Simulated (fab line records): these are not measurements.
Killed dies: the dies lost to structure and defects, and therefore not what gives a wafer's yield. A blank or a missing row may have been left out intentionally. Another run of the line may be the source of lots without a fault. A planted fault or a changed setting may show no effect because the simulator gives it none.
fab line records	flow gf180mcu
record: lots: 7	wafers: 21	last_day: 33
route steps=602 shown VT_IMPLANT@119
lots that met no fault: taken from a fault-free run of the same line
start_h: the number of hours between the record's first day and the start of the first shown wafer of the lot	wait_h: hours elapsed since this lot's preceding step	" identical to the entry in the row above	L1.1+2: a row that stands for several wafers	- no value, or no start was given	* or withheld: withheld	< > ~ a bound
route shown NAME@n: names a module that has steps shown in the file, with the first one's number in the route	usual: mean/standard deviation taken from wafers without a fault	same: alike in all rows	chamber/n: place in a boat	sites: readings site by site	_std_site: standard deviation across them	_edge_site: outer sites' mean less inner sites'	radius_mm: how far each site lies from the wafer's centre	mask NAME#n: copy n	behind: tool/chamber where the wafer was last shaped	hold: reason for holding the lot/hours on hold/outcome of the hold	device: which transistor (n, p or np) failed to switch	end of line: the route-end tests of the same wafers	step lacking rows: just its recipe	killed: not the wafer's yield, but the dies lost to structure and defects at the first sort	map: a wafer's dies, x killed, . not, _ none there
set.NAME: the setting the step ran with; set.NAME@STEP: the setting that earlier step ran with	model.NAME: the simulator's own value behind a step, which no gauge read
lots seen at some steps along the route; tables by step, rows by wafer
services: from which hour (start_h, from the record's first day; less than 0 if before it) a tool's chamber was out of use, for how many hours, and why
== steps ==
step: GF_VT_IMPLANT_OVL_MEAS_29
usual: VT_IMPLANT_02_OVL: 0.2/1.2
lot.wafer	tool	chamber	start_h	wait_h	VT_IMPLANT_02_OVL[nm]
L527.3	overlay-01	-	147.95	0.1	-0.9
L527.5	"	-	"	"	-2.4
L527.6	"	-	"	"	-0.1
L538.1	overlay-02	-	217.31	0.1	-1.6
L538.3	"	-	"	"	-0.2
L538.4	"	-	"	"	-0.1
L539.1	overlay-01	-	227.61	0.1	-0.4
L539.4	"	-	"	"	-0.6
L539.6	"	-	"	"	-0.1
L540.2	overlay-02	-	231.89	0.1	-1.1
L540.3	"	-	"	"	-0.4
L540.5	"	-	"	"	1.6
L542.1	overlay-01	-	243.64	0.1	1.3
L542.3	"	-	"	"	1.1
L542.4	"	-	"	"	0.4
L544.2	overlay-01	-	261.94	0.1	1.0
L544.3	"	-	"	"	-2.2
L544.4	"	-	"	"	2.4
L546.1	overlay-02	-	273.00	0.1	0.1
L546.2	"	-	"	"	0.5
L546.6	"	-	"	"	-0.6
step: GF_VT_IMPLANT_IMPLANT_30
recipe: species: B	energy_kev: 25	dose_cm2: 2.534e+12	tilt_deg: 7
step: GF_VT_IMPLANT_STRIP_31
recipe: chemistry: O2/N2	power_w: 1400	pressure_mtorr: 1500	platen_temp_c: 250	o2_flow_sccm: 3000	n2_flow_sccm: 300	overash_fraction: 0.5
usual: drypump_motor_current_A: 5.5/0.36	heater_power_w: 323/21	o2_flow_sccm: 3000/9.1	oes_product_au: 0.716/0.0046	strip_time_to_endpoint_s: 12.64/0.038
lot.wafer	tool	chamber	start_h	wait_h	drypump_motor_current_A	heater_power_w	o2_flow_sccm	oes_product_au	rf_hours_counter_h	strip_time_to_endpoint_s
L527.3	plasma_asher-04	1	148.16	0.1	5.5	350	3004	0.718	-	12.62
L527.5	"	0	"	"	5.7	331	3003	0.720	-	12.61
L527.6	"	1	"	"	5.5	352	2997	0.712	-	12.64
L538.1	plasma_asher-04	0	217.49	0.1	5.7	332	3002	0.717	60	12.65
L538.3	"	0	"	"	5.7	335	2992	0.725	-	12.66
L538.4	"	1	"	"	5.5	351	2997	0.717	-	12.65
L539.1	plasma_asher-03	1	227.79	0.1	6.3	325	2995	0.711	58	12.62
L539.4	"	0	"	"	5.1	294	3009	0.719	-	12.64
L539.6	"	1	"	"	6.3	323	2997	0.719	-	12.58
L540.2	plasma_asher-01	1	232.07	0.1	5.2	291	2990	0.712	11	12.58
L540.3	"	1	"	"	5.3	284	3001	0.720	-	12.61
L540.5	"	1	"	"	5.3	290	2993	0.722	-	12.57
L542.1	plasma_asher-01	0	243.82	0.1	5.2	317	3011	0.714	12	12.64
L542.3	"	1	"	"	5.3	287	2991	0.711	-	12.65
L542.4	"	0	"	"	5.2	314	2997	0.722	-	12.61
L544.2	plasma_asher-03	1	262.12	0.1	6.2	323	2986	0.718	61	12.68
L544.3	"	1	"	"	6.2	333	2998	0.720	-	12.69
L544.4	"	0	"	"	5.1	297	2986	0.714	-	12.63
L546.1	plasma_asher-01	1	273.19	0.1	5.3	294	2998	0.709	15	12.56
L546.2	"	0	"	"	5.2	305	3006	0.713	15	12.56
L546.6	"	1	"	"	5.3	291	2993	0.713	-	12.56
step: GF_VT_IMPLANT_TW_MEAS_32
usual: VT_IMPLANT_3_TW: 269.4/1
lot.wafer	tool	chamber	start_h	wait_h	VT_IMPLANT_3_TW
L527.3	film_metro-04	-	148.24	0.1	268.1
L527.5	"	-	"	"	268.8
L527.6	"	-	"	"	269.9
L538.1	film_metro-04	-	217.59	0.1	269.0
L538.3	"	-	"	"	269.1
L538.4	"	-	"	"	269.3
L539.1	film_metro-01	-	227.89	0.1	270.2
L539.4	"	-	"	"	268.5
L539.6	"	-	"	"	268.7
L540.2	film_metro-02	-	232.18	0.1	270.1
L540.3	"	-	"	"	268.6
L540.5	"	-	"	"	268.9
L542.1	film_metro-02	-	243.92	0.1	268.5
L542.3	"	-	"	"	268.7
L542.4	"	-	"	"	268.8
L544.2	film_metro-04	-	262.23	0.1	269.7
L544.3	"	-	"	"	271.7
L544.4	"	-	"	"	268.5
L546.1	film_metro-02	-	273.29	0.1	268.5
L546.2	"	-	"	"	267.1
L546.6	"	-	"	"	267.6
step: GF_VT_IMPLANT_DEHYDRATE_33
recipe: temp_c: 200	time_s: 60
step: GF_VT_IMPLANT_HMDS_34
recipe: prime_time_s: 60	prime_temp_c: 120
step: GF_VT_IMPLANT_COAT_35
recipe: resist: NOVOLAK	spin_rpm: 3000	resist_thk_nm: 1000
step: GF_VT_IMPLANT_SOFTBAKE_36
recipe: temp_c: 90	time_s: 60	resist: NOVOLAK
step: GF_VT_IMPLANT_EXPOSE_37
recipe: mask_id: Nwell_HV_AREA	target_cd_nm: 860	na: 0.6	source_shape: conventional	sigma_outer: 0.6	dose_mj: 140
step: GF_VT_IMPLANT_PEB_38
recipe: temp_c: withheld	time_s: *	resist: NOVOLAK
step: GF_VT_IMPLANT_DEVELOP_39
recipe: develop_time_s: 60	dev_temp_c: 23
step: GF_VT_IMPLANT_OVL_MEAS_40
usual: VT_IMPLANT_03_OVL: -0.6/1.2
lot.wafer	tool	chamber	start_h	wait_h	VT_IMPLANT_03_OVL[nm]
L527.3	overlay-01	-	163.75	0.1	-1.8
L527.5	"	-	"	"	-1.1
L527.6	"	-	"	"	-1.4
L538.1	overlay-01	-	234.66	0.1	0.5
L538.3	"	-	"	"	0.2
L538.4	"	-	"	"	0.0
L539.1	overlay-02	-	245.70	0.1	0.2
L539.4	"	-	"	"	-1.8
L539.6	"	-	"	"	0.2
L540.2	overlay-02	-	249.94	0.1	-2.7
L540.3	"	-	"	"	-3.2
L540.5	"	-	"	"	-1.2
L542.1	overlay-01	-	262.99	0.1	1.0
L542.3	"	-	"	"	2.8
L542.4	"	-	"	"	1.6
L544.2	overlay-01	-	281.84	0.1	1.0
L544.3	"	-	"	"	1.2
L544.4	"	-	"	"	-1.2
L546.1	overlay-02	-	293.39	0.1	-1.3
L546.2	"	-	"	"	0.2
L546.6	"	-	"	"	0.3
step: GF_VT_IMPLANT_IMPLANT_41
recipe: species: As	energy_kev: 70	dose_cm2: 1.013e+12	tilt_deg: 7
usual: beam_energy_keV: 70.003/0.023	beam_on_s: 10.00/0.22	end_station_pressure_torr: 5.03e-06/2.7e-07	implant_ion_amu: 75/0	tilt_deg: 7.001/0.021
lot.wafer	tool	chamber	start_h	wait_h	beam_energy_keV	beam_on_s	end_station_pressure_torr	implant_ion_amu	tilt_deg
L527.3	implanter-03	0	163.82	0.1	70.005	9.87	5.04e-06	75	6.996
L527.5	"	0	"	"	70.025	10.00	5.43e-06	75	7.027
L527.6	"	0	"	"	70.019	9.71	4.92e-06	75	7.017
L538.1	implanter-03	-	234.69	0.0	-	-	-	-	-
L538.3	"	-	"	"	-	-	-	-	-
L538.4	"	-	"	"	-	-	-	-	-
L539.1	implanter-03	-	245.74	0.0	-	-	-	-	-
L539.4	"	-	"	"	-	-	-	-	-
L539.6	"	-	"	"	-	-	-	-	-
L540.2	implanter-02	-	249.99	0.0	-	-	-	-	-
L540.3	"	-	"	"	-	-	-	-	-
L540.5	"	-	"	"	-	-	-	-	-
L542.1	implanter-03	0	263.02	0.0	70.018	10.28	5.1e-06	75	6.972
L542.3	"	0	"	"	69.995	10.01	5.3e-06	75	6.971
L542.4	"	0	"	"	69.998	9.91	5.25e-06	75	7.008
L544.2	implanter-03	0	281.90	0.0	69.990	10.02	5.14e-06	75	7.031
L544.3	"	0	"	"	70.037	9.74	4.92e-06	75	7.042
L544.4	"	0	"	"	70.017	9.43	5.16e-06	75	7.025
L546.1	implanter-03	0	293.42	0.0	69.970	10.10	4.94e-06	75	6.997
L546.2	"	0	"	"	69.980	9.86	4.92e-06	75	7.007
L546.6	"	0	"	"	69.988	10.02	4.88e-06	75	6.966
step: GF_VT_IMPLANT_STRIP_42
recipe: chemistry: O2/N2	power_w: 1400	pressure_mtorr: 1500	platen_temp_c: 250	o2_flow_sccm: 3000	n2_flow_sccm: 300	overash_fraction: 0.5
usual: drypump_motor_current_A: 5.6/0.42	heater_power_w: 320/20	o2_flow_sccm: 3001/8.6	oes_product_au: 0.717/0.0046	strip_time_to_endpoint_s: 12.64/0.041
lot.wafer	tool	chamber	start_h	wait_h	drypump_motor_current_A	heater_power_w	o2_flow_sccm	oes_product_au	rf_hours_counter_h	strip_time_to_endpoint_s
L527.3	plasma_asher-03	0	163.95	0.1	5.1	298	2982	0.726	-	12.66
L527.5	"	1	"	"	6.3	324	3008	0.721	-	12.64
L527.6	"	0	"	"	5.1	294	2999	0.712	-	12.66
L538.1	plasma_asher-01	0	234.84	0.1	5.2	313	3020	0.723	12	12.60
L538.3	"	1	"	"	5.2	291	2992	0.723	-	12.59
L538.4	"	0	"	"	5.2	307	3004	0.720	-	12.59
L539.1	plasma_asher-04	1	245.89	0.1	5.5	348	2985	0.710	64	12.57
L539.4	"	1	"	"	5.5	347	3002	0.722	-	12.57
L539.6	"	1	"	"	5.5	345	2997	0.711	-	12.55
L540.2	plasma_asher-04	1	250.12	0.1	5.5	353	3004	0.720	64	12.68
L540.3	"	0	"	"	5.7	335	2994	0.710	-	12.65
L540.5	"	0	"	"	5.7	334	3001	0.712	-	12.71
L542.1	plasma_asher-01	0	263.17	0.1	5.2	313	3001	0.724	14	12.68
L542.3	"	0	"	"	5.2	321	2995	0.713	-	12.66
L542.4	"	1	"	"	5.3	288	2990	0.713	-	12.65
L544.2	plasma_asher-01	0	282.02	0.1	5.2	317	3004	0.708	16	12.66
L544.3	"	0	"	"	5.2	324	3003	0.714	-	12.62
L544.4	"	1	"	"	5.3	291	3030	0.721	-	12.60
L546.1	plasma_asher-03	1	293.57	0.1	6.2	325	3005	0.720	65	12.66
L546.2	"	0	"	"	5.1	291	2998	0.720	65	12.70
L546.6	"	1	"	"	6.3	337	2985	0.717	-	12.70
step: GF_VT_IMPLANT_TW_MEAS_43
usual: VT_IMPLANT_4_TW: 693/3.7
lot.wafer	tool	chamber	start_h	wait_h	VT_IMPLANT_4_TW
L527.3	film_metro-02	-	164.04	0.1	689
L527.5	"	-	"	"	695
L527.6	"	-	"	"	691
L538.1	film_metro-01	-	234.94	0.1	30
L538.3	"	-	"	"	30
L538.4	"	-	"	"	30
L539.1	film_metro-02	-	245.99	0.1	30
L539.4	"	-	"	"	30
L539.6	"	-	"	"	30
L540.2	film_metro-02	-	250.23	0.1	30
L540.3	"	-	"	"	30
L540.5	"	-	"	"	30
L542.1	film_metro-02	-	263.27	0.1	686
L542.3	"	-	"	"	690
L542.4	"	-	"	"	693
L544.2	film_metro-01	-	282.13	0.1	693
L544.3	"	-	"	"	689
L544.4	"	-	"	"	695
L546.1	film_metro-04	-	293.67	0.1	698
L546.2	"	-	"	"	698
L546.6	"	-	"	"	697
step: GF_VT_IMPLANT_CLEAN_44
recipe: chemistry: SC1/SC2	mix: 1:4:20	temp_c: 70	time_s: 150	dry: n2_spin
== services ==
tool	chamber	start_h	hours	kind
plasma_asher-04	-	181.34	2.8	pm
plasma_asher-03	-	184.60	3.0	repair
plasma_asher-01	-	194.26	2.8	pm
implanter-02	-	255.26	4.7	pm
plasma_asher-04	-	274.57	1.7	repair
plasma_asher-04	-	285.25	8.7	repair
plasma_asher-01	-	290.04	1.3	repair
== key ==
first_sign: step: GF_VT_IMPLANT_IMPLANT_41	reading: tool_record	direction: missing
effect: step: GF_VT_IMPLANT_TW_MEAS_43	reading: VT_IMPLANT_4_TW	direction: down	sigmas: 99+	usual: 693	struck: 30
met_at GF_VT_IMPLANT_IMPLANT_41
struck_wafers L538.1,L538.3,L538.4,L539.1,L539.4,L539.6,L540.2,L540.3,L540.5
later_rows_left_out L538.1,L538.3,L538.4,L539.1,L539.4,L539.6,L540.2,L540.3,L540.5
sort_left_out L538.1,L538.3,L538.4,L539.1,L539.4,L539.6,L540.2,L540.3,L540.5
tester_left_out L538,L539,L540
onset_between 163.82 234.69
fault: kind: skipped_step_whole	tool: implanter-02,implanter-03	chamber: -	onset_h: 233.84	steps: GF_VT_IMPLANT_IMPLANT_41	scope: struck_lots_only
tester_left_out: of these lots the tester's yield and bins aren't shown, on N5 and GAA mostly nor the transistor test; their killed dies are dies lost to structure and defects alone, not to doping, threshold or leakage, so they don't give the yield
sort_left_out: the simulated sort isn't trusted on such a fault, so these wafers' sort isn't shown, and their yield isn't known
later_rows_left_out: the simulator's readings of these wafers behind a module that went badly wrong aren't trusted and aren't shown, but for the sort
